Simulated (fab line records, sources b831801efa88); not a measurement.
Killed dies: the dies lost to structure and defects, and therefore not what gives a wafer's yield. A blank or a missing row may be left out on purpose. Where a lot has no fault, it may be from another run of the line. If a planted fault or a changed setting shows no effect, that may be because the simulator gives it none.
Problem report in the 8D (eight disciplines) form, filled by code / flow gf180mcu / the parts of the form that need people (team, actions taken, sign-off) are left out

1. PROBLEM STATEMENT
cathode dc power W at GF_TOP_METAL_SPUTTER_01 reads a mean of 5870.9 W on 6 wafers of 2 lots; wafers without a fault read 6500.0 W with a standard deviation of 1.1. So: -99 or more standard deviations from the usual mean.
The step: material TiN, target thk 30 nm, time 25 s.
First seen on wafer L862.3, day 30 09:11, on pvd sputter-03. The record holds 36 wafers of 12 lots with a number at this step. The rule behind "out" and "out of limits": a value lying over 4 standard deviations away from the usual mean. All remaining wafers that have a number are taken as sound.

2. WHAT IT IS, AND WHAT IT ISN'T
question=which readings at this step | is=cathode dc power W | is not=-
question=which lots | is=L862, L867 | is not=L853, L854, L855, L856, L857, L858, L864, L868, L871, L873
question=which wafers of those lots | is=all that have a number | is not=-
question=read on which tools | is=pvd sputter-03 | is not=pvd sputter-02, pvd sputter-04
question=when | is=from day 30 09:11 | is not=up to then (18 sound wafers); but 12 sound wafers of L864, L868, L871, L873 came after

3. WHAT RULES OUT EACH SUSPECT
Counting: any tool at a process step up to the reading is kept as a suspect provided that every lot that is out went through it and no sound lot did after the first of them.
- cmp-01 at GF_V5_CMP_26 (polishes, stops on SiO2, t overpolish 15 s, target thk 0 nm): ruled out as a lasting fault. Following L862 (day 30 08:56), the first lot on it that is out, the sound lots L864, L868, L871 were run on it.
- pvd sputter-03 at GF_TOP_METAL_SPUTTER_01 (material TiN, target thk 30 nm, time 25 s): kept. All lots that are out passed through it, beginning with L862 at day 30 09:11, and no sound lot followed; its final sound lot before that point was L856 at day 28 22:17. Its own readings are out on those wafers: cathode dc power W.
Left after counting: pvd sputter-03 at GF_TOP_METAL_SPUTTER_01.

4. THE CAUSE (what the simulator had put in)
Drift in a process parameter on pvd sputter-03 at GF_TOP_METAL_SPUTTER_01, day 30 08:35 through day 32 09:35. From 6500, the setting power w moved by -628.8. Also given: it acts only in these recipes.
Counting left only this tool.

5. THE CHAIN OF EFFECTS, in route order
Each row: a reading where the mean over the struck wafers with a number is more than 3 standard deviations away from the usual. Scope: only readings with a usual standard deviation given in the record; hours: median across lots of the time from each lot's start at the first step in this table that gives one to its start at this step; sigmas: change in usual standard deviations.
hours=0; step=GF_TOP_METAL_SPUTTER_01; reading=cathode dc power W; usual=6500.0 W; on struck wafers=5870.9; change=-629.1; sigmas=-99 or more
Here are the process steps it includes:
- GF_TOP_METAL_SPUTTER_01: material TiN, target thk 30 nm, time 25 s.

6. WHAT WOULD HAVE CAUGHT IT SOONER
In this record the first reading out of limits was taken at day 30 09:11, 1 hour after the fault began at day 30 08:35.
